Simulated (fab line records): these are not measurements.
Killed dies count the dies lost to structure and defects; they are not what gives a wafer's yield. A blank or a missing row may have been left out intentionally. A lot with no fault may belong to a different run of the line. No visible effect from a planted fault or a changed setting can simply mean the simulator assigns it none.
Split-lot experiment    flow sfq-line    route with 325 steps; 5 lots, 23 wafers read

== THE SPLIT ITSELF ==
At SFQ_TRILAYER_M8_DEP_EVAP_198 (material Pt, target thk 50 nm, time 250 s), the setting time-s was moved away from the recipe's 250 s on 9 of the 23 wafers read, by -14.8% to +11.8%. This setting was run at the recipe's value on the other wafers.

The reading comes from the split's own step.

== THE READING ==
Pt_of_TRILAYER_M8_DEP_EVAP_198.thk-nm (the simulator's own value, which no gauge read), in nm, at SFQ_TRILAYER_M8_DEP_EVAP_198 (material Pt, target thk 50 nm, time 250 s). The file gives no usual value for it. The 14 wafers here that ran the recipe average 49.93 nm, standard deviation 0.68 nm.

wafer   tool, chamber at the split  time-s as run, s  against the recipe  Pt_of_TRILAYER_M8_DEP_EVAP_198.thk-nm, nm  against lot-mates on the recipe
L078.4  pvd-sputter-02, -           250               recipe              49.94                                      -
L078.5  pvd-sputter-02, -           250               recipe              50.5                                       -
L078.6  pvd-sputter-02, -           250               recipe              50.57                                      -
L079.1  pvd-sputter-01, -           250               recipe              49.78                                      -
L079.3  pvd-sputter-01, -           276.5             +10.6%              54.92                                      +5.27
L079.4  pvd-sputter-01, -           276.5             +10.6%              55.16                                      +5.51
L079.5  pvd-sputter-01, -           276.5             +10.6%              55.06                                      +5.41
L079.6  pvd-sputter-01, -           250               recipe              49.52                                      -
L080.1  pvd-sputter-02, -           212.9             -14.8%              43.14                                      -7.77
L080.2  pvd-sputter-02, -           250               recipe              50.36                                      -
L080.3  pvd-sputter-02, -           250               recipe              51.46                                      -
L080.4  pvd-sputter-02, -           212.9             -14.8%              42.87                                      -8.04
L080.6  pvd-sputter-02, -           212.9             -14.8%              43.67                                      -7.24
L084.1  pvd-sputter-02, -           279.5             +11.8%              55.72                                      +6.97
L084.2  pvd-sputter-02, -           279.5             +11.8%              55.23                                      +6.48
L084.4  pvd-sputter-02, -           250               recipe              48.78                                      -
L084.5  pvd-sputter-02, -           250               recipe              48.73                                      -
L084.6  pvd-sputter-02, -           279.5             +11.8%              54.68                                      +5.93
L085.1  pvd-sputter-01, -           250               recipe              49.95                                      -
L085.2  pvd-sputter-01, -           250               recipe              50.08                                      -
L085.3  pvd-sputter-01, -           250               recipe              49.93                                      -
L085.5  pvd-sputter-01, -           250               recipe              49.38                                      -
L085.6  pvd-sputter-01, -           250               recipe              50.01                                      -

FIT RESULTS
A straight line over all 23 wafers: Pt_of_TRILAYER_M8_DEP_EVAP_198.thk-nm changes by +0.457 nm for each +1% of time-s; r = +0.99; the points scatter about the line by 0.61 nm.
The same after taking each lot's own level away (the mean of its wafers on the recipe; 23 wafers): +0.524 nm for each +1%; r = +1.00; scatter 0.34 nm.
According to that fit, moving time-s by its largest amount changes the reading by 7.8 nm.
Measured against the standard deviation above, the lots' own levels, which go from 48.755 to 50.910 nm, span 3.2 times it.
So the slope is not independent of the lot-to-lot level: the two fits are not the same.
Check: for one of the wafers moved furthest among these (-14.8%), held out of the fit, the line's prediction against its lot-mates is -7.74 nm. It came out at -7.77 nm against them.

== FURTHER SPLITS ON THESE WAFERS ==
Before the reading, these wafers also passed through other splits. Each is held against what the fit with the lots' levels taken away leaves over:
other split on the same wafers                       wafers away from the commonest value  r with Pt_of_TRILAYER_M8_DEP_EVAP_198.thk-nm (lot level and that fit taken away)
SFQ_TRILAYER_M6_BARC_OPEN_METAL_ETCH_206 icp-w       7                                     -0.17
SFQ_TRILAYER_I6_VIA_LITHO_COAT_174 spin-rpm          11                                    -0.03
SFQ_TRILAYER_I6_VIA_BARC_OPEN_VIA_ETCH_235 source-w  9                                     -0.08
SFQ_TRILAYER_M7_DEP_SPUTTER_175 time-s               10                                    -0.12
SFQ_TRILAYER_M7_LITHO_PEB_180 peb-time-s             7                                     +0.05
SFQ_TRILAYER_I7_VIA_LITHO_COAT_187 resist-thk-nm     9                                     -0.19

== FILE'S OWN FIT ==
Pt_of_TRILAYER_M8_DEP_EVAP_198.thk-nm changes by +0.524 nm for each +1% of time-s, r = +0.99.
